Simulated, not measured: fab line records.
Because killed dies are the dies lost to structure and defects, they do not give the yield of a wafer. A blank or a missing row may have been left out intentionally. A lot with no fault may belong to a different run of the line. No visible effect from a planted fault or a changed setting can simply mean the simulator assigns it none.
What tool caused it? | flow gf180mcu | route of 602 steps, sampled at 1 step: 12 lots, 36 wafers

== WHAT THE GAUGES READ, wafer by wafer ==
GF_M1_OVL_MEAS_15.
lot  | measured     | on         | M1_OVL (nm)
L075 | day 17 09:37 | overlay-02 | -3 1 -1
L077 | day 17 23:24 | overlay-02 | 2 0 5
L079 | day 19 04:19 | overlay-02 | -6 -21 -13
L081 | day 19 20:59 | overlay-02 | -6 -11 -5
L083 | day 21 00:37 | overlay-01 | 4 0 -3
L086 | day 21 17:31 | overlay-02 | 1 4 6
L087 | day 22 09:33 | overlay-01 | 3 1 0
L089 | day 22 18:41 | overlay-02 | 8 4 6
L091 | day 23 13:46 | overlay-02 | -5 -10 2
L094 | day 24 07:19 | overlay-01 | 5 5 5
L095 | day 24 15:52 | overlay-01 | -12 -5 0
L097 | day 25 03:19 | overlay-01 | 1 4 4

== WHICH TOOL RAN EACH LOT (tool, then ch and the chambers of the sampled wafers, then the start) ==
The record holds no process step before these readings.

== THE ANSWER, worked out from the rows above alone ==
Rule: the usual values come from the lots themselves. The widest of any qualifying gaps counts: lots, ordered by their means at a reading, are off when they make up no more than a third of the lots, leave a main group of 4 or more, and stand apart from it by 3 or more times the standard deviation of that group's means. A main group is skipped when, at the precision printed for the reading in the tables above, its means are all equal. A lot without any number at a reading at which 4 lots or more have one is off too. Where the step has rows for the other lots, those lots are counted as sound.
No lot is off on any of the readings shown, so nothing can be concluded from this.

== WHAT HAD BEEN PUT IN BY THE SIMULATOR ==
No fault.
